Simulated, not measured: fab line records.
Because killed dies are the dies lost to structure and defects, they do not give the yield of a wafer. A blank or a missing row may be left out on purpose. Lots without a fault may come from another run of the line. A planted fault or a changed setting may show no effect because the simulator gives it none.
Which tool is to blame?	flow gf180mcu	36 wafers from 12 lots sampled at 5 of the route's 602 steps

## WHAT EACH GAUGE READ, for each wafer
GF_V1_THK_MEAS_01.
lot	measured	on	V1_CVD_00_THK (nm)
L163	day 16 19:03	film_metro-03	599 585 593
L164	day 17 05:38	film_metro-03	596 598 596
L165	day 17 18:35	film_metro-02	603 601 598
L168	day 19 04:13	film_metro-03	595 593 594
L172	day 20 11:50	film_metro-03	597 588 599
L174	day 21 10:05	film_metro-03	602 603 600
L179	day 22 21:59	film_metro-03	603 582 587
L181	day 23 23:49	film_metro-02	597 599 595
L182	day 24 05:26	film_metro-03	594 603 596
L183	day 24 05:39	film_metro-01	602 607 597
L184	day 24 18:23	film_metro-02	615 598 603
L186	day 25 09:41	film_metro-02	603 590 607

GF_M2_OVL_MEAS_15.
lot	measured	on	M2_OVL (nm)
L163	day 18 19:29	overlay-01	-3 3 6
L164	day 19 07:10	overlay-02	2 3 9
L165	day 19 19:53	overlay-01	1 -2 -10
L168	day 21 07:01	overlay-01	-3 -9 -2
L172	day 22 13:20	overlay-02	7 7 4
L174	day 23 12:11	overlay-01	3 -6 2
L179	day 24 21:41	overlay-02	9 11 -2
L181	day 26 01:25	overlay-02	-6 -4 -8
L182	day 26 03:32	overlay-01	-3 -1 -2
L183	day 26 04:47	overlay-01	1 3 -5
L184	day 26 14:35	overlay-02	3 -5 -1
L186	day 27 04:26	overlay-01	6 5 3

GF_V2_CD_MEAS_14: target cd 260 nm.
lot	measured	on	cd_nm (nm)
L163	day 19 20:49	cd_sem-02	260.0 259.9 260.1
L164	day 20 09:02	cd_sem-02	259.7 258.4 259.7
L165	day 20 21:11	cd_sem-02	258.2 258.0 259.1
L168	day 22 08:38	cd_sem-02	262.1 260.8 260.6
L172	day 23 13:51	cd_sem-01	266.1 266.6 266.7
L174	day 24 12:35	cd_sem-02	266.6 265.8 265.4
L179	day 26 00:22	cd_sem-02	260.9 259.7 261.0
L181	day 26 23:17	cd_sem-01	260.8 260.4 260.2
L182	day 27 01:16	cd_sem-01	259.4 258.3 259.8
L183	day 27 02:49	cd_sem-01	261.0 261.0 261.1
L184	day 27 12:11	cd_sem-02	260.3 259.8 259.0
L186	day 28 02:29	cd_sem-02	262.3 262.3 261.7

GF_V2_OVL_MEAS_15.
lot	measured	on	V2_OVL (nm)
L163	day 19 20:56	overlay-02	-1 -6 0
L164	day 20 09:08	overlay-01	1 2 2
L165	day 20 21:19	overlay-01	2 0 -5
L168	day 22 08:46	overlay-01	0 -2 -6
L172	day 23 13:56	overlay-01	-13 -6 -7
L174	day 24 12:41	overlay-01	1 0 1
L179	day 26 00:28	overlay-01	3 -5 -3
L181	day 26 23:23	overlay-01	-4 3 -1
L182	day 27 01:23	overlay-02	-2 -3 0
L183	day 27 02:55	overlay-01	-5 -9 -12
L184	day 27 12:17	overlay-01	-2 -1 -4
L186	day 28 02:37	overlay-01	-4 -7 -9

## EACH LOT AND THE TOOL THAT RAN IT (in order: tool; ch and the chambers of the sampled wafers; start)
lot	GF_V2_COAT_09
L163	litho_track-04 ch 0, day 19 08:00
L164	litho_track-04 ch 0, day 19 20:00
L165	litho_track-02 ch 0, day 20 08:00
L168	litho_track-02 ch 0, day 21 20:00
L172	litho_track-01 ch 0, day 23 02:00
L174	litho_track-01 ch 0, day 24 01:00
L179	litho_track-04 ch 0, day 25 12:00
L181	litho_track-04 ch 0, day 26 12:00
L182	litho_track-01 ch 0, day 26 14:00
L183	litho_track-04 ch 0, day 26 16:00
L184	litho_track-02 ch 0, day 27 02:00
L186	litho_track-04 ch 0, day 27 16:00
- GF_V2_COAT_09: resist thk 1000 nm.

## AS READ BY THE TOOLS THEMSELVES (means over the sampled wafers that have a number; for cases with no such wafer, the mark the record gives instead)
GF_V2_COAT_09.
lot	tool	chill_plate_temp_C (C)
L163	litho_track-04	23.05
L164	litho_track-04	23.04
L165	litho_track-02	22.97
L168	litho_track-02	23.04
L172	litho_track-01	22.99
L174	litho_track-01	23.07
L179	litho_track-04	22.98
L181	litho_track-04	23.10
L182	litho_track-01	22.99
L183	litho_track-04	22.95
L184	litho_track-02	22.96
L186	litho_track-04	23.07

## THE ANSWER, worked out from the rows above alone
Rule: the lots themselves supply what counts as usual. Put in order of their means at a reading, lots are off if they are a third of the lots or fewer, leave a main group of 4 or more, and stand apart from it by a gap of 3 or more times the standard deviation of the main group's means; of several such gaps the widest counts. A main group whose means are all the same, to the digits that the tables above print for the reading, isn't used. Also off: a lot with no number at a reading for which 4 or more lots have one. The other lots that the step has rows for count as sound. The gauges are gone through in route order, then the tools' own readings, and for those a lot's mean is taken as printed above. At the first step where some lot is off, the reading lying furthest off is the one used; lots without a number count as furthest.
Off, at GF_V2_CD_MEAS_14 on cd_nm: L172, L174. Main group: mean 260.2 nm, sd 1.
A tool fits if, at a process step before that reading, it ran every lot that is off, and no sound lot after the first of them. The gauges at GF_V2_CD_MEAS_14 are tried like those tools. No candidate that was tried fits.

## WHAT THE SIMULATOR HAD PUT IN
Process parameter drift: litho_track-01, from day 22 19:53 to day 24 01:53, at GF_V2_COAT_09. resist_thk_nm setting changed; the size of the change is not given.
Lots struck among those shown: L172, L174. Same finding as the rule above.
